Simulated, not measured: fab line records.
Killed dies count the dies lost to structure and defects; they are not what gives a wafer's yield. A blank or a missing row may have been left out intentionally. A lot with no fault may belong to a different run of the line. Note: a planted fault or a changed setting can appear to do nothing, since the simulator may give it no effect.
Which tool was responsible? | flow gf180mcu | 12 lots, 36 wafers sampled, at 5 steps of a route of 602

== WHAT THE GAUGES READ, wafer by wafer ==
GF_VT_IMPLANT_RS_MEAS_46: the measuring method here is four-point-probe.
lot  | measured     | on            | MVSD_RS (ohm/sq)
L424 | day 7 12:55  | film_metro-03 | 457.4 458.1 457.8
L426 | day 8 01:58  | film_metro-03 | 456.0 456.4 455.0
L427 | day 8 14:55  | film_metro-03 | 456.9 457.1 457.9
L428 | day 8 18:32  | film_metro-03 | 456.2 455.3 456.6
L429 | day 9 01:26  | film_metro-02 | 457.7 458.1 458.2
L431 | day 9 14:13  | film_metro-02 | 458.3 457.5 457.4
L433 | day 10 03:37 | film_metro-03 | 456.4 458.4 456.9
L434 | day 10 11:32 | film_metro-04 | 456.4 456.9 457.7
L435 | day 10 16:55 | film_metro-03 | 457.9 456.6 457.8
L441 | day 12 09:25 | film_metro-03 | 457.4 458.6 457.6
L444 | day 13 06:37 | film_metro-04 | 457.5 456.7 455.9
L447 | day 14 05:22 | film_metro-04 | 454.4 455.6 454.7

GF_HV_LDD_OVL_MEAS_08.
lot  | measured     | on         | HV_LDD_OVL (nm)
L424 | day 9 23:56  | overlay-02 | 0.2 1.8 0.6
L426 | day 10 15:52 | overlay-01 | -0.4 0.3 -0.3
L427 | day 11 02:27 | overlay-01 | 4.8 3.7 1.8
L428 | day 11 10:39 | overlay-01 | 2.2 1.5 -0.2
L429 | day 11 16:26 | overlay-01 | 0.9 1.2 1.2
L431 | day 12 04:35 | overlay-02 | 0.3 -0.8 0.7
L433 | day 12 21:14 | overlay-01 | 1.7 2.5 0.6
L434 | day 13 05:16 | overlay-01 | 1.0 0.3 2.4
L435 | day 13 10:32 | overlay-01 | 1.6 0.9 1.7
L441 | day 15 08:31 | overlay-02 | -0.5 0.8 0.1
L444 | day 16 07:20 | overlay-01 | 4.1 3.2 3.9
L447 | day 17 07:28 | overlay-01 | -0.4 -1.1 0.2

GF_HV_LDD_TW_MEAS_23.
lot  | measured     | on            | HV_LDD_2_TW
L424 | day 10 18:43 | film_metro-04 | 1076 1070 1074
L426 | day 11 11:37 | film_metro-04 | 1057 1064 1059
L427 | day 11 22:01 | film_metro-04 | 1064 1069 1062
L428 | day 12 06:32 | film_metro-04 | 1065 1065 1067
L429 | day 12 12:27 | film_metro-04 | 1064 1073 1064
L431 | day 13 01:39 | film_metro-02 | 1080 1073 1080
L433 | day 13 18:18 | film_metro-04 | 1061 1063 1060
L434 | day 14 02:21 | film_metro-04 | 1065 1068 1066
L435 | day 14 08:31 | film_metro-02 | 1080 1078 1077
L441 | day 16 07:42 | film_metro-04 | 1859 1868 1862
L444 | day 17 06:09 | film_metro-03 | 1868 1868 1865
L447 | day 18 07:16 | film_metro-03 | 1073 1066 1075

== WHICH TOOL RAN EACH LOT (tool, then ch and the chambers of the sampled wafers, then the start) ==
lot  | GF_VT_IMPLANT_STRIP_42               | GF_HV_LDD_IMPLANT_21
L424 | plasma_asher-02 ch 0,1, day 7 12:35  | implanter-03 ch 0, day 10 18:28
L426 | plasma_asher-04 ch 0,1, day 8 01:38  | implanter-04 ch 0, day 11 11:23
L427 | plasma_asher-02 ch 0,1, day 8 14:32  | implanter-04 ch 0, day 11 21:48
L428 | plasma_asher-04 ch 0,1, day 8 18:13  | implanter-02 ch 0, day 12 06:18
L429 | plasma_asher-02 ch 0,1, day 9 01:08  | implanter-02 ch 0, day 12 12:12
L431 | plasma_asher-02 ch 0,1, day 9 13:55  | implanter-03 ch 0, day 13 01:24
L433 | plasma_asher-02 ch 0, day 10 03:19   | implanter-03 ch 0, day 13 18:03
L434 | plasma_asher-02 ch 0,1, day 10 11:14 | implanter-04 ch 0, day 14 02:06
L435 | plasma_asher-01 ch 0,1, day 10 16:37 | implanter-02 ch 0, day 14 08:16
L441 | plasma_asher-02 ch 0,1, day 12 09:05 | implanter-02 ch 0, day 16 07:27
L444 | plasma_asher-01 ch 0,1, day 13 06:17 | implanter-02 ch 0, day 17 05:57
L447 | plasma_asher-02 ch 0,1, day 14 05:03 | implanter-03 ch 0, day 18 07:01
- GF_VT_IMPLANT_STRIP_42: strips in O2/N2.
- GF_HV_LDD_IMPLANT_21

== AS READ BY THE TOOLS THEMSELVES (means over the sampled wafers that have a number; for cases with no such wafer, the mark the record gives instead) ==
GF_VT_IMPLANT_STRIP_42.
lot  | tool            | chamber_pressure_mTorr (mTorr) | drypump_motor_current_A (A) | heater_power_w (W) | n2_flow_sccm (sccm) | o2_flow_sccm (sccm) | oes_product_au (a.u.) | platen_temp_c (C) | strip_time_to_endpoint_s (s)
L424 | plasma_asher-02 | 1500.3                         | 6.1                         | 362                | 299.6               | 3001                | 0.713                 | 250.05            | 12.66
L426 | plasma_asher-04 | 1499.0                         | 6.1                         | 341                | 299.3               | 2993                | 0.713                 | 249.84            | 12.61
L427 | plasma_asher-02 | 1499.8                         | 6.0                         | 348                | 300.7               | 3010                | 0.718                 | 249.90            | 12.64
L428 | plasma_asher-04 | 1501.5                         | 5.6                         | 327                | 300.2               | 3000                | 0.716                 | 250.16            | 12.68
L429 | plasma_asher-02 | 1500.8                         | 6.1                         | 349                | 299.8               | 2997                | 0.716                 | 249.88            | 12.68
L431 | plasma_asher-02 | 1500.4                         | 6.1                         | 347                | 299.7               | 2997                | 0.715                 | 250.01            | 12.67
L433 | plasma_asher-02 | 1498.9                         | 6.2                         | 382                | 300.2               | 3007                | 0.714                 | 249.89            | 12.61
L434 | plasma_asher-02 | 1499.9                         | 6.1                         | 363                | 300.6               | 3001                | 0.710                 | 249.96            | 12.63
L435 | plasma_asher-01 | 1499.3                         | 5.3                         | 316                | 299.3               | 3004                | 0.714                 | 250.14            | 12.64
L441 | plasma_asher-02 | 1500.2                         | 6.1                         | 358                | 300.1               | 2993                | 0.716                 | 250.01            | 12.62
L444 | plasma_asher-01 | 1499.6                         | 5.3                         | 318                | 299.7               | 2994                | 0.719                 | 250.04            | 12.61
L447 | plasma_asher-02 | 1500.3                         | 6.0                         | 349                | 300.6               | 3002                | 0.721                 | 249.95            | 12.69

GF_HV_LDD_IMPLANT_21.
lot  | tool         | beam_on_s (s) | dose_ions_cm2 | end_station_pressure_torr (Torr) | faraday_current_uA
L424 | implanter-03 | 10.07         | 5.002e+13     | 5.15e-06                         | 280
L426 | implanter-04 | 9.89          | 4.999e+13     | 5.31e-06                         | 285
L427 | implanter-04 | 10.11         | 4.991e+13     | 5.25e-06                         | 278
L428 | implanter-02 | 9.90          | 4.999e+13     | 5.37e-06                         | 284
L429 | implanter-02 | 9.92          | 4.994e+13     | 5.32e-06                         | 285
L431 | implanter-03 | 9.97          | 4.995e+13     | 5.32e-06                         | 283
L433 | implanter-03 | 9.80          | 4.995e+13     | 5.28e-06                         | 288
L434 | implanter-04 | 10.23         | 4.996e+13     | 5.42e-06                         | 276
L435 | implanter-02 | 10.10         | 4.995e+13     | 5.38e-06                         | 279
L441 | implanter-02 | 25.03         | 3.009e+14     | 5.24e-06                         | 676
L444 | implanter-02 | 25.03         | 3.009e+14     | 5.35e-06                         | 677
L447 | implanter-03 | 10.14         | 5.002e+13     | 5.34e-06                         | 278

== THE ANSWER, worked out from the rows above alone ==
Rule: what is usual is taken from the lots themselves. The widest of any qualifying gaps counts: lots, ordered by their means at a reading, are off when they make up no more than a third of the lots, leave a main group of 4 or more, and stand apart from it by 3 or more times the standard deviation of that group's means. A main group is skipped when, at the precision printed for the reading in the tables above, its means are all equal. Also off: a lot with no number at a reading for which 4 or more lots have one. All remaining lots with rows at the step are treated as sound. First the gauges in route order, then the tools' own readings, where a lot's mean is used as printed above. At the first step where some lot is off, the reading lying furthest off is the one used; lots without a number count as furthest.
Off: L441, L444, seen at GF_HV_LDD_TW_MEAS_23 (HV_LDD_2_TW). Main group: mean 1069, sd 6.
If a tool, at a process step before that reading, ran all the lots that are off and no sound lot after the first of them, it fits. The gauges at GF_HV_LDD_TW_MEAS_23 aren't tried: what is off there is off at GF_HV_LDD_IMPLANT_21 too, on other tools, and a gauge's error can't cause that. One fits: implanter-02 at GF_HV_LDD_IMPLANT_21. A fault onset in the window from L435 (day 14 08:16, its last sound lot) to L441 (day 16 07:27, its first lot off) fits.
The tool's own readings at GF_HV_LDD_IMPLANT_21 bear it out: on the lots that are off they differ by more than 5 times the standard deviation of the sound lots' means. beam_on_s reads 25.03 s there against 10.01 s on the sound lots; dose_ions_cm2 reads 3.009e+14 there against 4.997e+13 on the sound lots; faraday_current_uA reads 676 there against 282 on the sound lots.

== WHAT THE SIMULATOR PUT IN ==
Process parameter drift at GF_HV_LDD_IMPLANT_21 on implanter-02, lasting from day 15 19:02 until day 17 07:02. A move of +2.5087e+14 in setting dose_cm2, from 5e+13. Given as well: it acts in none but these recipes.
Shown lots that were struck: L441, L444. The rule above reached the same finding.
